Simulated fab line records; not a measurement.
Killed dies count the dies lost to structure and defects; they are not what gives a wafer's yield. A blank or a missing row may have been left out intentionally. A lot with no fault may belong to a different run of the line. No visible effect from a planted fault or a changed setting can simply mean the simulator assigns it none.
Chamber matching	flow gf180mcu	pecvd-02 running GF_V5_CVD_02: 3 sister chambers
The step deposits SiO2 from TEOS, target thk 1450 nm, time 163.28 s. 6 wafers are shown with their chamber, then 9 later ones without.

EACH WAFER AND ITS CHAMBER
wafer	chamber	heater-power-w (W)
L084.1	1	521
L084.2	0	761
L084.3	2	782
L084.4	2	684
L084.5	0	577
L084.6	1	432

WAFERS WITH NO CHAMBER GIVEN
wafer	heater-power-w (W)
L086.1	595
L086.2	536
L086.4	690
L087.2	684
L087.3	601
L087.6	532
L093.1	548
L093.3	676
L093.4	751

WHICH CHAMBER EACH WENT THROUGH
wafer	from the rows above	in truth
L086.1	can't be placed: 0 or 1 or 2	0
L086.2	can't be placed: 1 or 0 or 2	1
L086.4	can't be placed: 0 or 2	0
L087.2	can't be placed: 0 or 2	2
L087.3	can't be placed: 0 or 1 or 2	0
L087.6	can't be placed: 1 or 0 or 2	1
L093.1	can't be placed: 1 or 0 or 2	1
L093.3	can't be placed: 0 or 2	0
L093.4	can't be placed: 2 or 0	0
Correctly placed: 0 of 9. From these rows, 9 cannot be placed; in 9 the true chamber is one of the candidates. 0 placed wrongly.
How it was worked out, from the rows above alone: a wafer's distance from a chamber is the root of the sum, over the readings, of the square of ((its reading less the chamber's mean) divided by the reading's scatter). The wafer belongs to the nearest chamber; if the next one is less than 2 further off, it can't be placed. The mean given for a chamber averages the wafers shown for that chamber. How the scatter is found: for the shown wafers, subtract from each reading the mean of its chamber, square and add these, divide the total by (wafers less chambers), then take the root.
